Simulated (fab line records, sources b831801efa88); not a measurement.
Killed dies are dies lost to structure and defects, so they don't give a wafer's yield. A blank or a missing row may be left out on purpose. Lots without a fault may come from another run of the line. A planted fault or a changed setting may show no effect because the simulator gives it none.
A struck lot beside a sound one | flow sfq_line | 13 steps out of a route of 325
Sound: wafers L582.2, L582.3, L582.5. Struck: wafers L592.1, L592.4. (L592.2 of the same lot was not struck and is left out.) The cause comes at the end.
At each step with rows: each side's tool, then ch and its chambers, then its first start. Under that, the readings that differ: sound wafers | struck wafers | difference of the means | sigmas: that difference in standard deviations of wafers without a fault.
alike: readings whose means differ by less than 2 such deviations, and words and numbers that are the same on both sides. not compared: withheld readings, readings that some wafer has no value for, bounds like >300 that may hide the same value, and numbers for which the record gives no deviation and whose values overlap.
The two part at a step that has a row with sigmas, a row that says differs or no value, or rows on one side only. Numbers that don't overlap but have no deviation are shown without sigmas and don't part them. A reading that every wafer of one side lacks parts them only if that side has two wafers or more.

SFQ_INCOMING_BOW_MEAS_900:
  sound on film_metro-02, day 1 15:01; struck on film_metro-01, day 3 17:00
  alike: INCOMING_BOW
then, 1 step without rows for these wafers: SFQ_TRILAYER_INCOMING_OXIDATION_002 (target thk 500 nm, ox time 4939 s).
SFQ_TRILAYER_L0_DEP_SPUTTER_003: material MoNx KI, target thk 40 nm, time 100 s.
  sound on pvd_sputter-03, day 1 17:29; struck on pvd_sputter-03, day 3 19:29
  alike: cathode_dc_power_W, throttle_valve_pct
SFQ_L0_RS_MEAS_901: measures by four-point-probe.
  sound on film_metro-02, day 1 17:35; struck on film_metro-03, day 3 19:34
  alike: L0_MONX_KI_RS
SFQ_L0_THK_MEAS_902: measures by xrf.
  sound on film_metro-02, day 1 17:41; struck on film_metro-03, day 3 19:41
  alike: L0_MONX_KI_THK
SFQ_TRILAYER_L0_LITHO_COAT_010: resist thk 62 nm.
  sound on litho_track-01 ch 0, day 1 17:47; struck on litho_track-01 ch 0, day 3 19:44
  reading                                              | sound          | struck      | difference | sigmas
  model.BARC_of_TRILAYER_L0_LITHO_COAT_010.thk_nm (nm) | 61.79 61.87 62 | 64.76 64.79 | +2.89      |
  alike: dispense_pressure_kPa, resist_line_temp_C
then, 5 steps without rows for these wafers: SFQ_TRILAYER_L0_LITHO_COAT_005 (resist thk 600 nm); SFQ_TRILAYER_L0_LITHO_SOFTBAKE_009; SFQ_TRILAYER_L0_LITHO_EXPOSE_006 (exposes mask L0, target cd 2000 nm); SFQ_TRILAYER_L0_LITHO_PEB_008 (peb time 60 s); SFQ_TRILAYER_L0_LITHO_DEVELOP_007 (time 60 s).
-- the record jumps here: 2 days lie between the struck wafers' starts before and after --
SFQ_TRILAYER_L0_BARC_OPEN_METAL_ETCH_010: etches BARC in O2, target depth 125 nm, time 41.7 s.
  sound on rie_metal-01 ch 0, day 4 13:57; struck on rie_metal-02 ch 0,1, day 6 06:45
  reading                  | sound             | struck      | difference | sigmas
  oes_product_au (a.u.)    | 0.681 0.685 0.689 | 0.701 0.697 | +0.014     | +3
  model.etch.depth_nm (nm) | 61.79 61.87 62    | 64.76 64.79 | +2.89      |
  alike: drypump_motor_current_A
  not compared: rf_hours_counter_h
SFQ_TRILAYER_L0_ETCH_METAL_ETCH_008: etches MoNx KI in SF6/O2, stops on SiO2, target depth 50 nm, time 25 s.
  sound on rie_metal-01 ch 0, day 4 14:01; struck on rie_metal-02 ch 0,1, day 6 06:49
  alike: drypump_motor_current_A, oes_product_au
  not compared: rf_hours_counter_h

WHERE THEY PART
Only at SFQ_TRILAYER_L0_BARC_OPEN_METAL_ETCH_010, within this record. Later steps at which nothing parts them and some readings are alike: SFQ_TRILAYER_L0_ETCH_METAL_ETCH_008.

WHY: what the simulator had put in
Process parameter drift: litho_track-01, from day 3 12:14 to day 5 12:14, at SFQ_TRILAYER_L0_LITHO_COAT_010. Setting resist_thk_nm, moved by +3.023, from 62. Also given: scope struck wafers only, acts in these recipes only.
